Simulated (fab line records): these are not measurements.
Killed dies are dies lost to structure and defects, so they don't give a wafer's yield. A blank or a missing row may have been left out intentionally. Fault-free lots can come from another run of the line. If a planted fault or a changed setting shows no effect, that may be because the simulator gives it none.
Which tool did it? :: flow gf180mcu :: 18 wafers from 6 lots sampled at 4 of the route's 602 steps

WHAT THE GAUGES SHOWED, per wafer
GF_PSD_OVL_MEAS_08.
lot: L453
measured: day 14 16:22
on: overlay-01
PSD_OVL (nm): 1.7 0.5 1.6

lot: L455
measured: day 15 07:05
on: overlay-02
PSD_OVL (nm): 2.7 2.2 0.3

lot: L462
measured: day 17 22:58
on: overlay-01
PSD_OVL (nm): -92.9 -92.4 -92.5

lot: L466
measured: day 19 05:26
on: overlay-01
PSD_OVL (nm): 0.9 1.4 0.0

lot: L468
measured: day 20 04:02
on: overlay-02
PSD_OVL (nm): 1.8 3.2 1.9

lot: L471
measured: day 21 05:04
on: overlay-01
PSD_OVL (nm): -0.8 1.0 0.1

EACH LOT AND THE TOOL THAT RAN IT (in order: tool; ch and the chambers of the sampled wafers; start)
lot: L453
GF_HV_LDD_ETCHBACK_58: rie-diel-01 ch 1,2,3, day 12 22:32
GF_NSD_STRIP_11: plasma-asher-02 ch 1, day 13 19:10
GF_PSD_EXPOSE_04: iline-stepper-01 ch 0, day 14 06:02

lot: L455
GF_HV_LDD_ETCHBACK_58: rie-diel-04 ch 1,2,3, day 13 12:26
GF_NSD_STRIP_11: plasma-asher-04 ch 0,1, day 14 09:24
GF_PSD_EXPOSE_04: iline-stepper-01 ch 0, day 14 20:08

lot: L462
GF_HV_LDD_ETCHBACK_58: rie-diel-03 ch 0,2, day 16 00:08
GF_NSD_STRIP_11: plasma-asher-04 ch 0,1, day 16 23:37
GF_PSD_EXPOSE_04: iline-stepper-01 ch 0, day 17 11:14

lot: L466
GF_HV_LDD_ETCHBACK_58: rie-diel-03 ch 0,1, day 17 04:59
GF_NSD_STRIP_11: plasma-asher-04 ch 0,1, day 18 04:52
GF_PSD_EXPOSE_04: iline-stepper-02 ch 0, day 18 17:23

lot: L468
GF_HV_LDD_ETCHBACK_58: rie-diel-01 ch 0,1, day 18 03:31
GF_NSD_STRIP_11: plasma-asher-04 ch 0,1, day 19 03:55
GF_PSD_EXPOSE_04: iline-stepper-02 ch 0, day 19 16:05

lot: L471
GF_HV_LDD_ETCHBACK_58: rie-diel-04 ch 0,3, day 19 04:07
GF_NSD_STRIP_11: plasma-asher-04 ch 0,1, day 20 05:16
GF_PSD_EXPOSE_04: iline-stepper-02 ch 0, day 20 17:04
- GF_HV_LDD_ETCHBACK_58: etches Si3N4 in CH3F/O2, stops on SiO2, time 100 s, target depth 90 nm.
- GF_NSD_STRIP_11: strips in O2/N2.
- GF_PSD_EXPOSE_04: exposes mask Pplus, target cd 400 nm.

THE ANSWER, worked out from the rows above alone
Rule: the lots themselves supply what counts as usual. The widest of any qualifying gaps counts: lots, ordered by their means at a reading, are off when they make up no more than a third of the lots, leave a main group of 4 or more, and stand apart from it by 3 or more times the standard deviation of that group's means. Not used: any main group whose means are identical at the precision the tables above print for the reading. Also off: a lot with no number at a reading for which 4 or more lots have one. Where the step has rows for the other lots, those lots are counted as sound.
Off: at GF_PSD_OVL_MEAS_08 (PSD_OVL), L462. The main group has a mean of 1.2 nm with a standard deviation of 0.76.
A tool fits if, at a process step before that reading, it ran every lot that is off, and no sound lot after the first of them. The gauges at GF_PSD_OVL_MEAS_08 are tried like those tools. One fits: iline-stepper-01 at GF_PSD_EXPOSE_04. A fault onset in the window from L455 (day 14 20:08, its last sound lot) to L462 (day 17 11:14, its first lot off) fits.

WHAT WAS PUT IN BY THE SIMULATOR
Scanner matching overlay: iline-stepper-01, from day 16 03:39 on, at GF_PSD_EXPOSE_04. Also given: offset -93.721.
Shown lots that were struck: L462. The rule given above showed the same thing.
